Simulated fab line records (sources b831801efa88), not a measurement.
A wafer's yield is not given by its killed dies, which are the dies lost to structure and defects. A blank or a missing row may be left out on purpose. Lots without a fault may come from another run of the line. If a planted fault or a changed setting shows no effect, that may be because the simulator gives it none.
fab line records / flow sky130
record: lots: 5 wafers: 15 lastDay: 50
route steps=708 shown GATE_OXIDE@188 PAD_OPEN@708
lots untouched by any fault: they come from a run of this same line in which no faults occurred
startH: the number of hours between the record's first day and the start of the first shown wafer of the lot / waitH: hours from the lot's prior step to this one / " identical to the entry in the row above / L1.1+2: a row that stands for several wafers / - value missing, or start not given / * or withheld: withheld / < > ~ a bound
route shown NAME@n: names a module that has steps shown in the file, with the first one's number in the route / usual: mean/standard deviation of fault-free wafers / same: alike in all rows / chamber/n: place in a boat / sites: per-site readings / _std_site: how widely they spread, as a standard deviation / _edge_site: outer sites' mean less inner sites' / radiusMm: for every site, how far away it sits from the centre of the wafer / mask NAME#n: copy n / behind: tool/chamber where the wafer was last shaped / hold: cause of the lot's hold/its duration in hours/its outcome / device: the n, p or np transistor that did not switch / end of line: tests run on the same wafers once the route is complete / a step given without rows: its recipe and nothing more / killed: dies that structure and defects cost at the first sort, which is not the same as the wafer's yield / map: per-die view of a wafer (x killed, . not killed, _ where there is no die)
set.NAME: the run value of the setting; set.NAME@STEP: its run value at that earlier step / model.NAME: the simulator's own value behind a step, which no gauge read
lots seen at some steps along the route; tables by step, rows by wafer
services: from which hour (startH, from the record's first day; less than 0 if before it) a tool's chamber was out of use, for how many hours, and why
== steps ==
step: SKY_GATE_OXIDE_OXIDATION_01
recipe: tempC: 900 ambient: O2 stabiliseS: 600 purgeS: 300 targetThkA: 102.68 oxTimeS: 1473
step: SKY_GATE_OXIDE_THK_MEAS_02
recipe: reads: SiO2_of_GATE_OXIDE_OXIDATION_01
usual: GATE_OXIDE_OXIDATION_00_THK: 10.24/0.26
lot.wafer=L937.3 tool=filmMetro-02 chamber=- startH=294.50 waitH=0.0 GATE_OXIDE_OXIDATION_00_THK[nm]=9.97
lot.wafer=L937.4 tool=filmMetro-02 chamber=- startH=294.50 waitH=0.0 GATE_OXIDE_OXIDATION_00_THK[nm]=9.80
lot.wafer=L937.5 tool=filmMetro-02 chamber=- startH=294.50 waitH=0.0 GATE_OXIDE_OXIDATION_00_THK[nm]=9.77
lot.wafer=L942.2 tool=filmMetro-02 chamber=- startH=353.20 waitH=0.0 GATE_OXIDE_OXIDATION_00_THK[nm]=10.04
lot.wafer=L942.5 tool=filmMetro-02 chamber=- startH=353.20 waitH=0.0 GATE_OXIDE_OXIDATION_00_THK[nm]=10.28
lot.wafer=L942.6 tool=filmMetro-02 chamber=- startH=353.20 waitH=0.0 GATE_OXIDE_OXIDATION_00_THK[nm]=10.18
lot.wafer=L953.1 tool=filmMetro-01 chamber=- startH=442.82 waitH=0.0 GATE_OXIDE_OXIDATION_00_THK[nm]=10.02
lot.wafer=L953.2 tool=filmMetro-01 chamber=- startH=442.82 waitH=0.0 GATE_OXIDE_OXIDATION_00_THK[nm]=10.14
lot.wafer=L953.6 tool=filmMetro-01 chamber=- startH=442.82 waitH=0.0 GATE_OXIDE_OXIDATION_00_THK[nm]=10.17
lot.wafer=L955.2 tool=filmMetro-02 chamber=- startH=473.52 waitH=0.0 GATE_OXIDE_OXIDATION_00_THK[nm]=10.50
lot.wafer=L955.3 tool=filmMetro-02 chamber=- startH=473.52 waitH=0.0 GATE_OXIDE_OXIDATION_00_THK[nm]=10.50
lot.wafer=L955.6 tool=filmMetro-02 chamber=- startH=473.52 waitH=0.0 GATE_OXIDE_OXIDATION_00_THK[nm]=10.55
lot.wafer=L958.4 tool=filmMetro-01 chamber=- startH=485.43 waitH=0.0 GATE_OXIDE_OXIDATION_00_THK[nm]=10.36
lot.wafer=L958.5 tool=filmMetro-01 chamber=- startH=485.43 waitH=0.0 GATE_OXIDE_OXIDATION_00_THK[nm]=10.29
lot.wafer=L958.6 tool=filmMetro-01 chamber=- startH=485.43 waitH=0.0 GATE_OXIDE_OXIDATION_00_THK[nm]=10.32
step: SKY_GATE_OXIDE_DEHYDRATE_03
recipe: tempC: 200 timeS: 60
step: SKY_GATE_OXIDE_HMDS_04
recipe: primeTimeS: 60 primeTempC: 120
step: SKY_GATE_OXIDE_COAT_05
recipe: resist: NOVOLAK spinRpm: 3000 resistThkNm: 1140
step: SKY_GATE_OXIDE_SOFTBAKE_06
recipe: tempC: 90 timeS: 60 resist: NOVOLAK
step: SKY_GATE_OXIDE_EXPOSE_07
recipe: maskId: LVOM na: 0.6 sourceShape: conventional sigmaOuter: 0.6 polarization: unpolarized targetCdNm: 600 doseMj: 170
step: SKY_GATE_OXIDE_PEB_08
recipe: tempC: withheld timeS: * resist: NOVOLAK
step: SKY_GATE_OXIDE_DEVELOP_09
recipe: resist: NOVOLAK developer: TMAH developTimeS: 60 devTempC: 23
step: SKY_GATE_OXIDE_OVL_MEAS_10
usual: GATE_OXIDE_OVL: -0.2/1.3
lot.wafer=L937.3 tool=overlay-02 chamber=- startH=320.19 waitH=0.1 GATE_OXIDE_OVL[nm]=0.9
lot.wafer=L937.4 tool=overlay-02 chamber=- startH=320.19 waitH=0.1 GATE_OXIDE_OVL[nm]=0.7
lot.wafer=L937.5 tool=overlay-02 chamber=- startH=320.19 waitH=0.1 GATE_OXIDE_OVL[nm]=2.2
lot.wafer=L942.2 tool=overlay-02 chamber=- startH=381.07 waitH=0.1 GATE_OXIDE_OVL[nm]=1.8
lot.wafer=L942.5 tool=overlay-02 chamber=- startH=381.07 waitH=0.1 GATE_OXIDE_OVL[nm]=1.1
lot.wafer=L942.6 tool=overlay-02 chamber=- startH=381.07 waitH=0.1 GATE_OXIDE_OVL[nm]=-0.7
lot.wafer=L953.1 tool=overlay-02 chamber=- startH=472.91 waitH=0.1 GATE_OXIDE_OVL[nm]=-1.6
lot.wafer=L953.2 tool=overlay-02 chamber=- startH=472.91 waitH=0.1 GATE_OXIDE_OVL[nm]=2.2
lot.wafer=L953.6 tool=overlay-02 chamber=- startH=472.91 waitH=0.1 GATE_OXIDE_OVL[nm]=1.3
lot.wafer=L955.2 tool=overlay-01 chamber=- startH=503.20 waitH=0.1 GATE_OXIDE_OVL[nm]=-2.3
lot.wafer=L955.3 tool=overlay-01 chamber=- startH=503.20 waitH=0.1 GATE_OXIDE_OVL[nm]=0.2
lot.wafer=L955.6 tool=overlay-01 chamber=- startH=503.20 waitH=0.1 GATE_OXIDE_OVL[nm]=1.0
lot.wafer=L958.4 tool=overlay-01 chamber=- startH=515.93 waitH=0.1 GATE_OXIDE_OVL[nm]=0.1
lot.wafer=L958.5 tool=overlay-01 chamber=- startH=515.93 waitH=0.1 GATE_OXIDE_OVL[nm]=-1.6
lot.wafer=L958.6 tool=overlay-01 chamber=- startH=515.93 waitH=0.1 GATE_OXIDE_OVL[nm]=-0.6
step: SKY_GATE_OXIDE_IMPLANT_11
recipe: species: B energyKev: 9.838 doseCm2: 2.6e+12 tiltDeg: withheld
step: SKY_GATE_OXIDE_WET_ETCH_12
recipe: chemistry: dHF targetDepthNm: 16.8 dry: n2Spin target: SiO2 dilution: 100:1 tempC: 25 timeS: 336
step: SKY_GATE_OXIDE_STRIP_13
recipe: chemistry: O2/N2 powerW: 1400 pressureMtorr: 1500 platenTempC: withheld o2FlowSccm: 3000 n2FlowSccm: 300 overashFraction: 0.5
usual: drypumpMotorCurrentA: 5.70/0.19 oesProductAu: 0.715/0.0047 stripTimeToEndpointS: 14.18/0.041
lot.wafer=L937.3 tool=plasmaAsher-01 chamber=0 startH=320.49 waitH=0.0 drypumpMotorCurrentA=5.47 oesProductAu=0.714 rfHoursCounterH=- stripTimeToEndpointS=14.19 model.NOVOLAK_of_GATE_OXIDE_COAT_05.thkNm=0
lot.wafer=L937.4 tool=plasmaAsher-01 chamber=1 startH=320.49 waitH=0.0 drypumpMotorCurrentA=5.86 oesProductAu=0.711 rfHoursCounterH=- stripTimeToEndpointS=14.15 model.NOVOLAK_of_GATE_OXIDE_COAT_05.thkNm=0
lot.wafer=L937.5 tool=plasmaAsher-01 chamber=0 startH=320.49 waitH=0.0 drypumpMotorCurrentA=5.45 oesProductAu=0.717 rfHoursCounterH=- stripTimeToEndpointS=14.13 model.NOVOLAK_of_GATE_OXIDE_COAT_05.thkNm=0
lot.wafer=L942.2 tool=plasmaAsher-04 chamber=0 startH=381.35 waitH=0.0 drypumpMotorCurrentA=5.85 oesProductAu=0.949 rfHoursCounterH=64 stripTimeToEndpointS=- model.NOVOLAK_of_GATE_OXIDE_COAT_05.thkNm=264.5
lot.wafer=L942.5 tool=plasmaAsher-04 chamber=1 startH=381.35 waitH=0.0 drypumpMotorCurrentA=5.81 oesProductAu=0.948 rfHoursCounterH=- stripTimeToEndpointS=- model.NOVOLAK_of_GATE_OXIDE_COAT_05.thkNm=264.5
lot.wafer=L942.6 tool=plasmaAsher-04 chamber=0 startH=381.35 waitH=0.0 drypumpMotorCurrentA=5.84 oesProductAu=0.941 rfHoursCounterH=- stripTimeToEndpointS=- model.NOVOLAK_of_GATE_OXIDE_COAT_05.thkNm=264.7
lot.wafer=L953.1 tool=plasmaAsher-03 chamber=0 startH=473.20 waitH=0.0 drypumpMotorCurrentA=5.39 oesProductAu=0.715 rfHoursCounterH=35 stripTimeToEndpointS=14.17 model.NOVOLAK_of_GATE_OXIDE_COAT_05.thkNm=0
lot.wafer=L953.2 tool=plasmaAsher-03 chamber=1 startH=473.20 waitH=0.0 drypumpMotorCurrentA=5.50 oesProductAu=0.720 rfHoursCounterH=35 stripTimeToEndpointS=14.23 model.NOVOLAK_of_GATE_OXIDE_COAT_05.thkNm=0
lot.wafer=L953.6 tool=plasmaAsher-03 chamber=1 startH=473.20 waitH=0.0 drypumpMotorCurrentA=5.49 oesProductAu=0.723 rfHoursCounterH=- stripTimeToEndpointS=14.18 model.NOVOLAK_of_GATE_OXIDE_COAT_05.thkNm=0
lot.wafer=L955.2 tool=plasmaAsher-04 chamber=0 startH=503.49 waitH=0.0 drypumpMotorCurrentA=5.82 oesProductAu=0.710 rfHoursCounterH=77 stripTimeToEndpointS=14.18 model.NOVOLAK_of_GATE_OXIDE_COAT_05.thkNm=0
lot.wafer=L955.3 tool=plasmaAsher-04 chamber=1 startH=503.49 waitH=0.0 drypumpMotorCurrentA=5.80 oesProductAu=0.722 rfHoursCounterH=- stripTimeToEndpointS=14.20 model.NOVOLAK_of_GATE_OXIDE_COAT_05.thkNm=0
lot.wafer=L955.6 tool=plasmaAsher-04 chamber=1 startH=503.49 waitH=0.0 drypumpMotorCurrentA=5.82 oesProductAu=0.714 rfHoursCounterH=- stripTimeToEndpointS=14.22 model.NOVOLAK_of_GATE_OXIDE_COAT_05.thkNm=0
lot.wafer=L958.4 tool=plasmaAsher-04 chamber=0 startH=516.23 waitH=0.0 drypumpMotorCurrentA=5.87 oesProductAu=0.715 rfHoursCounterH=- stripTimeToEndpointS=14.23 model.NOVOLAK_of_GATE_OXIDE_COAT_05.thkNm=0
lot.wafer=L958.5 tool=plasmaAsher-04 chamber=1 startH=516.23 waitH=0.0 drypumpMotorCurrentA=5.81 oesProductAu=0.717 rfHoursCounterH=- stripTimeToEndpointS=14.19 model.NOVOLAK_of_GATE_OXIDE_COAT_05.thkNm=0
lot.wafer=L958.6 tool=plasmaAsher-04 chamber=0 startH=516.23 waitH=0.0 drypumpMotorCurrentA=5.86 oesProductAu=0.715 rfHoursCounterH=- stripTimeToEndpointS=14.21 model.NOVOLAK_of_GATE_OXIDE_COAT_05.thkNm=0
step: SKY_GATE_OXIDE_TW_MEAS_14
usual: GATE_OXIDE_TW: 223.1/1
lot.wafer=L937.3 tool=filmMetro-02 chamber=- startH=320.58 waitH=0.1 GATE_OXIDE_TW=222.9
lot.wafer=L937.4 tool=filmMetro-02 chamber=- startH=320.58 waitH=0.1 GATE_OXIDE_TW=224.2
lot.wafer=L937.5 tool=filmMetro-02 chamber=- startH=320.58 waitH=0.1 GATE_OXIDE_TW=223.7
lot.wafer=L942.2 tool=filmMetro-03 chamber=- startH=381.46 waitH=0.1 GATE_OXIDE_TW=222.8
lot.wafer=L942.5 tool=filmMetro-03 chamber=- startH=381.46 waitH=0.1 GATE_OXIDE_TW=222.3
lot.wafer=L942.6 tool=filmMetro-03 chamber=- startH=381.46 waitH=0.1 GATE_OXIDE_TW=222.0
lot.wafer=L953.1 tool=filmMetro-01 chamber=- startH=473.30 waitH=0.1 GATE_OXIDE_TW=222.6
lot.wafer=L953.2 tool=filmMetro-01 chamber=- startH=473.30 waitH=0.1 GATE_OXIDE_TW=224.2
lot.wafer=L953.6 tool=filmMetro-01 chamber=- startH=473.30 waitH=0.1 GATE_OXIDE_TW=224.3
lot.wafer=L955.2 tool=filmMetro-02 chamber=- startH=503.60 waitH=0.1 GATE_OXIDE_TW=223.8
lot.wafer=L955.3 tool=filmMetro-02 chamber=- startH=503.60 waitH=0.1 GATE_OXIDE_TW=222.6
lot.wafer=L955.6 tool=filmMetro-02 chamber=- startH=503.60 waitH=0.1 GATE_OXIDE_TW=223.2
lot.wafer=L958.4 tool=filmMetro-01 chamber=- startH=516.33 waitH=0.1 GATE_OXIDE_TW=221.4
lot.wafer=L958.5 tool=filmMetro-01 chamber=- startH=516.33 waitH=0.1 GATE_OXIDE_TW=223.4
lot.wafer=L958.6 tool=filmMetro-01 chamber=- startH=516.33 waitH=0.1 GATE_OXIDE_TW=222.2
step: SKY_PAD_OPEN_PROBE_99
usual: killed_at_M0_to_M3: 44/7.2 killed_at_M4_up: 3.0/1.8 killedAtContacts: 24/5.4 killedAtFrontEnd: 14/4.4 killedAtOther: 0.4/0.64 killedDies: 86/9.4 killedOnRim: 17/3.8 killedOpen: 47/7.7 killedShort: 39/5.8
same: grossDies: 492 killedAtBackSide: 0
lot.wafer=L937.3 tool=prober-02 chamber=- startH=1081.27 waitH=0.2 killed_at_M0_to_M3=50 killed_at_M4_up=2 killedAtContacts=29 killedAtFrontEnd=13 killedAtOther=0 killedDies=94 killedOnRim=23 killedOpen=58 killedShort=36
lot.wafer=L937.4 tool=prober-02 chamber=- startH=1081.32 waitH=0.2 killed_at_M0_to_M3=44 killed_at_M4_up=3 killedAtContacts=21 killedAtFrontEnd=10 killedAtOther=0 killedDies=78 killedOnRim=19 killedOpen=42 killedShort=36
lot.wafer=L937.5 tool=prober-02 chamber=- startH=1081.37 waitH=0.2 killed_at_M0_to_M3=44 killed_at_M4_up=3 killedAtContacts=21 killedAtFrontEnd=18 killedAtOther=1 killedDies=87 killedOnRim=15 killedOpen=56 killedShort=31
lot.wafer=L942.2 tool=prober-02 chamber=- startH=1127.78 waitH=0.1 killed_at_M0_to_M3=35 killed_at_M4_up=3 killedAtContacts=30 killedAtFrontEnd=423 killedAtOther=1 killedDies=492 killedOnRim=96 killedOpen=53 killedShort=29
lot.wafer=L942.5 tool=prober-02 chamber=- startH=1127.93 waitH=0.2 killed_at_M0_to_M3=50 killed_at_M4_up=2 killedAtContacts=25 killedAtFrontEnd=415 killedAtOther=0 killedDies=492 killedOnRim=96 killedOpen=53 killedShort=39
lot.wafer=L942.6 tool=prober-02 chamber=- startH=1127.98 waitH=0.2 killed_at_M0_to_M3=50 killed_at_M4_up=4 killedAtContacts=28 killedAtFrontEnd=409 killedAtOther=1 killedDies=492 killedOnRim=96 killedOpen=51 killedShort=40
lot.wafer=L953.1 tool=prober-02 chamber=- startH=1185.24 waitH=0.1 killed_at_M0_to_M3=45 killed_at_M4_up=4 killedAtContacts=26 killedAtFrontEnd=10 killedAtOther=0 killedDies=85 killedOnRim=15 killedOpen=39 killedShort=46
lot.wafer=L953.2 tool=prober-02 chamber=- startH=1185.29 waitH=0.1 killed_at_M0_to_M3=42 killed_at_M4_up=3 killedAtContacts=21 killedAtFrontEnd=15 killedAtOther=0 killedDies=81 killedOnRim=20 killedOpen=40 killedShort=41
lot.wafer=L953.6 tool=prober-02 chamber=- startH=1185.49 waitH=0.2 killed_at_M0_to_M3=41 killed_at_M4_up=4 killedAtContacts=26 killedAtFrontEnd=10 killedAtOther=0 killedDies=81 killedOnRim=18 killedOpen=49 killedShort=32
lot.wafer=L955.2 tool=prober-01 chamber=- startH=1192.47 waitH=0.1 killed_at_M0_to_M3=46 killed_at_M4_up=1 killedAtContacts=19 killedAtFrontEnd=19 killedAtOther=0 killedDies=85 killedOnRim=19 killedOpen=38 killedShort=47
lot.wafer=L955.3 tool=prober-01 chamber=- startH=1192.52 waitH=0.2 killed_at_M0_to_M3=45 killed_at_M4_up=2 killedAtContacts=12 killedAtFrontEnd=15 killedAtOther=0 killedDies=74 killedOnRim=12 killedOpen=39 killedShort=35
lot.wafer=L955.6 tool=prober-01 chamber=- startH=1192.67 waitH=0.2 killed_at_M0_to_M3=61 killed_at_M4_up=4 killedAtContacts=28 killedAtFrontEnd=12 killedAtOther=1 killedDies=106 killedOnRim=24 killedOpen=66 killedShort=40
lot.wafer=L958.4 tool=prober-01 chamber=- startH=1210.94 waitH=0.2 killed_at_M0_to_M3=54 killed_at_M4_up=2 killedAtContacts=29 killedAtFrontEnd=8 killedAtOther=0 killedDies=93 killedOnRim=22 killedOpen=54 killedShort=39
lot.wafer=L958.5 tool=prober-01 chamber=- startH=1210.99 waitH=0.2 killed_at_M0_to_M3=38 killed_at_M4_up=0 killedAtContacts=26 killedAtFrontEnd=18 killedAtOther=0 killedDies=82 killedOnRim=14 killedOpen=46 killedShort=36
lot.wafer=L958.6 tool=prober-01 chamber=- startH=1211.04 waitH=0.2 killed_at_M0_to_M3=47 killed_at_M4_up=3 killedAtContacts=28 killedAtFrontEnd=14 killedAtOther=1 killedDies=93 killedOnRim=22 killedOpen=44 killedShort=49
killed by level:class
L937.3 VIA3:geometricParticle:open=12 LI_CONTACT:geometricParticle:open=11 CONTACT:geometricParticle:open=10 VIA1:geometricParticle:open=9 VIA2:geometricParticle:open=7 VIA2:geometricParticle:short=6 CONTACT:geometricParticle:short=5 VIA1:geometricParticle:short=4
L937.4 VIA1:geometricParticle:open=10 VIA2:geometricParticle:open=9 CONTACT:geometricParticle:open=8 VIA1:geometricParticle:short=7 METAL1:geometricParticle:short=5 LOCAL_INTERCONNECT:geometricParticle:short=4 SPACER:geometricParticle:short=4 METAL2:geometricParticle:short=4
L937.5 VIA3:geometricParticle:open=11 LI_CONTACT:geometricParticle:open=10 VIA1:geometricParticle:open=9 POLY_GATE:geometricParticle:open=6 FIELD_ISO:geometricParticle:open=5 CONTACT:geometricParticle:open=5 VIA2:geometricParticle:open=5 LOCAL_INTERCONNECT:geometricParticle:short=4
L942.2 POLY_GATE:areaCvd=211 GATE_OXIDE:areaOxidation=198 CONTACT:geometricParticle:open=14 VIA1:geometricParticle:open=12 LI_CONTACT:geometricParticle:open=9 POLY_GATE:geometricParticle:short=6 VIA2:geometricParticle:open=5 CONTACT:geometricParticle:short=4
L942.5 GATE_OXIDE:areaOxidation=215 POLY_GATE:areaCvd=185 VIA1:geometricParticle:open=14 VIA2:geometricParticle:open=12 CONTACT:geometricParticle:open=11 CONTACT:geometricParticle:short=7 VIA2:geometricParticle:short=5 VIA3:geometricParticle:open=5
L942.6 POLY_GATE:areaCvd=211 GATE_OXIDE:areaOxidation=189 CONTACT:geometricParticle:open=12 VIA1:geometricParticle:open=12 VIA2:geometricParticle:open=10 METAL1:geometricParticle:short=9 LI_CONTACT:geometricParticle:open=6 VIA1:geometricParticle:short=6
L953.1 LI_CONTACT:geometricParticle:open=12 METAL2:geometricParticle:short=7 CONTACT:geometricParticle:open=6 METAL1:geometricParticle:short=6 VIA1:geometricParticle:open=6 VIA3:geometricParticle:open=6 VIA1:geometricParticle:short=5 VIA3:geometricParticle:short=5
L953.2 CONTACT:geometricParticle:open=8 VIA1:geometricParticle:open=7 LI_CONTACT:geometricParticle:open=6 METAL1:geometricParticle:short=6 METAL2:geometricParticle:short=5 VIA1:geometricParticle:short=5 VIA3:geometricParticle:open=5 POLY_GATE:geometricParticle:open=4
L953.6 CONTACT:geometricParticle:open=10 VIA1:geometricParticle:open=10 VIA2:geometricParticle:open=8 VIA3:geometricParticle:open=7 LI_CONTACT:geometricParticle:open=6 METAL2:geometricParticle:short=5 LOCAL_INTERCONNECT:geometricParticle:short=4 VIA2:geometricParticle:short=4
L955.2 VIA1:geometricParticle:open=9 CONTACT:geometricParticle:open=8 METAL2:geometricParticle:short=7 VIA2:geometricParticle:short=7 FIELD_ISO:geometricParticle:short=6 VIA2:geometricParticle:open=6 METAL1:geometricParticle:short=6 POLY_GATE:geometricParticle:short=4
L955.3 VIA1:geometricParticle:open=11 VIA2:geometricParticle:open=9 VIA3:geometricParticle:short=6 VIA1:geometricParticle:short=5 FIELD_ISO:geometricParticle:open=3 POLY_GATE:geometricParticle:open=3 POLY_GATE:geometricParticle:short=3 LI_CONTACT:geometricParticle:open=3
L955.6 VIA1:geometricParticle:open=16 LI_CONTACT:geometricParticle:open=10 CONTACT:geometricParticle:open=9 VIA3:geometricParticle:open=8 METAL1:geometricParticle:short=8 VIA2:geometricParticle:open=7 METAL1:geometricParticle:open=6 VIA2:geometricParticle:short=6
L958.4 VIA1:geometricParticle:open=11 CONTACT:geometricParticle:open=10 VIA2:geometricParticle:open=9 LI_CONTACT:geometricParticle:open=7 CONTACT:geometricParticle:short=7 METAL2:geometricParticle:short=6 VIA1:geometricParticle:short=6 FIELD_ISO:geometricParticle:short=5
L958.5 CONTACT:geometricParticle:open=10 VIA1:geometricParticle:open=9 CONTACT:geometricParticle:short=7 METAL1:geometricParticle:short=7 VIA3:geometricParticle:open=7 FIELD_ISO:geometricParticle:open=5 LOCAL_INTERCONNECT:geometricParticle:short=5 VIA2:geometricParticle:open=5
L958.6 CONTACT:geometricParticle:open=12 VIA1:geometricParticle:open=8 METAL3:geometricParticle:short=7 METAL1:geometricParticle:short=6 LI_CONTACT:geometricParticle:open=5 METAL2:geometricParticle:short=5 VIA3:geometricParticle:open=5 VIA2:geometricParticle:open=5
map L942.2 (x killed, . not)
__________xxxxxxxxxx_________
________xxxxxxxxxxxxxx_______
______xxxxxxxxxxxxxxxxxx_____
_____xxxxxxxxxxxxxxxxxxxx____
____xxxxxxxxxxxxxxxxxxxxxx___
___xxxxxxxxxxxxxxxxxxxxxxxx__
__xxxxxxxxxxxxxxxxxxxxxxxxxx_
_xxxxxxxxxxxxxxxxxxxxxxxxxxxx
_xxxxxxxxxxxxxxxxxxxxxxxxxxxx
_xxxxxxxxxxxxxxxxxxxxxxxxxxxx
_xxxxxxxxxxxxxxxxxxxxxxxxxxxx
_xxxxxxxxxxxxxxxxxxxxxxxxxxxx
_xxxxxxxxxxxxxxxxxxxxxxxxxxxx
_xxxxxxxxxxxxxxxxxxxxxxxxxxxx
_xxxxxxxxxxxxxxxxxxxxxxxxxxxx
__xxxxxxxxxxxxxxxxxxxxxxxxxx_
___xxxxxxxxxxxxxxxxxxxxxxxx__
____xxxxxxxxxxxxxxxxxxxxxx___
_____xxxxxxxxxxxxxxxxxxxx____
______xxxxxxxxxxxxxxxxxx_____
________xxxxxxxxxxxxxx_______
__________xxxxxxxxxx_________
map L955.6 (x killed, . not)
__________....xx..x._________
________..........x.x._______
______.......x.x.x.....x_____
_____x..................x____
____.x.x....x......x.....x___
___x.........xx.xx..x.x.x..__
__..xx.........x...xx.x....._
_........x..x................
_.......x..........x.........
_....x.x...x.......x...x.....
_....x.x.....xx..x.x...x.x..x
_..xx.....x.x..x.....x....x..
_.xx....x............x.x..x..
_.x.x....x..x.x....xx..x.....
_..xx..xx..................x.
__..x..x.......x..x........._
___x.....xx...x.xx.x.......__
____...x......x..x.x.x...x___
_____x............x..x.xx____
______......x....x...x.._____
________..x.x.......x._______
__________x..x....xx_________
== services ==
tool=plasmaAsher-03 chamber=- startH=312.71 hours=21.4 kind=repair
tool=plasmaAsher-04 chamber=- startH=373.71 hours=1.7 kind=repair
tool=plasmaAsher-01 chamber=- startH=413.21 hours=2.6 kind=repair
tool=plasmaAsher-01 chamber=- startH=460.53 hours=2.8 kind=pm
== key ==
firstSign: step: SKY_GATE_OXIDE_STRIP_13 reading: oesProductAu direction: up sigmas: 49 usual: 0.715 struck: 0.946
effect: step: SKY_PAD_OPEN_PROBE_99 reading: killedAtFrontEnd direction: up sigmas: 91 usual: 14 struck: 416
modelEffect: step: SKY_GATE_OXIDE_STRIP_13 value: NOVOLAK_of_GATE_OXIDE_COAT_05.thkNm without: 0 struck: 264.6
moreKillsBornAt: SKY_POLY_GATE_CVD_00@lpcvd-01: 607 SKY_GATE_OXIDE_OXIDATION_16@furnace-01: 602
metAt SKY_GATE_OXIDE_STRIP_13
struckWafers L942.2,L942.5,L942.6
laterRowsLeftOut L942.2,L942.5,L942.6
testerLeftOut L942
fault: kind: stripAborted tool: plasmaAsher-04 chamber: - onsetH: 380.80 steps: SKY_GATE_OXIDE_STRIP_13 offset: 0.51989 endH: 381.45
testerLeftOut: of these lots the tester's yield and bins aren't shown, on N5 and GAA mostly nor the transistor test; their killed dies are dies lost to structure and defects alone, not to doping, threshold or leakage, so they don't give the yield
laterRowsLeftOut: the simulator's readings of these wafers behind a module that went badly wrong aren't trusted and aren't shown, but for the sort
